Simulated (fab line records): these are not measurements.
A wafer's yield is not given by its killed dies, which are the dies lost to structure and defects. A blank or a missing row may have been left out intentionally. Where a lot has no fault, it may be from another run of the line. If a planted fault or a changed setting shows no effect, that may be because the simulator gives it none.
Which tool was responsible? + flow gf180mcu + 6 lots, 18 wafers sampled, at 2 steps of a route of 602

== WHAT EACH GAUGE READ, for each wafer ==
GF_POLY_GATE_THK_MEAS_01.
| lot  | measured     | on            | POLY_GATE_CVD_00_THK (nm) |
|------|--------------|---------------|---------------------------|
| L280 | day 9 03:05  | film metro-03 | 197.6 199.1 198.5         |
| L282 | day 9 19:09  | film metro-04 | 204.0 206.2 204.1         |
| L286 | day 11 02:43 | film metro-04 | 203.0 203.4 202.3         |
| L289 | day 11 22:41 | film metro-01 | 200.4 197.9 199.7         |
| L298 | day 14 11:41 | film metro-03 | 176.0 178.1 178.7         |
| L300 | day 15 03:05 | film metro-01 | 198.4 199.4 200.1         |

== WHAT TOOL EACH LOT RAN ON (gives the tool, then ch and the chambers of the sampled wafers, and finally the start) ==
| lot  | GF_POLY_GATE_CVD_00         |
|------|-----------------------------|
| L280 | lpcvd-01 ch 0, day 9 01:45  |
| L282 | lpcvd-01 ch 1, day 9 17:49  |
| L286 | lpcvd-02 ch 0, day 11 01:22 |
| L289 | lpcvd-02 ch 0, day 11 21:21 |
| L298 | lpcvd-02 ch 1, day 14 10:21 |
| L300 | lpcvd-01 ch 1, day 15 01:44 |
- GF_POLY_GATE_CVD_00: deposits poly-Si, target thk 200 nm, time 1200 s.

== THE ANSWER, worked out from the rows above alone ==
Rule: the lots themselves supply what counts as usual. Put in order of their means at a reading, lots are off if they are a third of the lots or fewer, leave a main group of 4 or more, and stand apart from it by a gap of 3 or more times the standard deviation of the main group's means; of several such gaps the widest counts. The tables above print the reading to a certain number of digits; a main group whose means all agree to those digits is not used. A lot without any number at a reading at which 4 lots or more have one is off too. All remaining lots with rows at the step are treated as sound.
Off: at GF_POLY_GATE_THK_MEAS_01 (POLY_GATE_CVD_00_THK), L298. Mean 200.9 nm and standard deviation 2.5 in the main group.
If a tool, at a process step before that reading, ran all the lots that are off and no sound lot after the first of them, it fits. The gauges at GF_POLY_GATE_THK_MEAS_01 are tried like those tools. Can't be told from this: 2 tools fit, lpcvd-02 at GF_POLY_GATE_CVD_00, film metro-03 at GF_POLY_GATE_THK_MEAS_01.

== WHAT THE SIMULATOR PUT IN ==
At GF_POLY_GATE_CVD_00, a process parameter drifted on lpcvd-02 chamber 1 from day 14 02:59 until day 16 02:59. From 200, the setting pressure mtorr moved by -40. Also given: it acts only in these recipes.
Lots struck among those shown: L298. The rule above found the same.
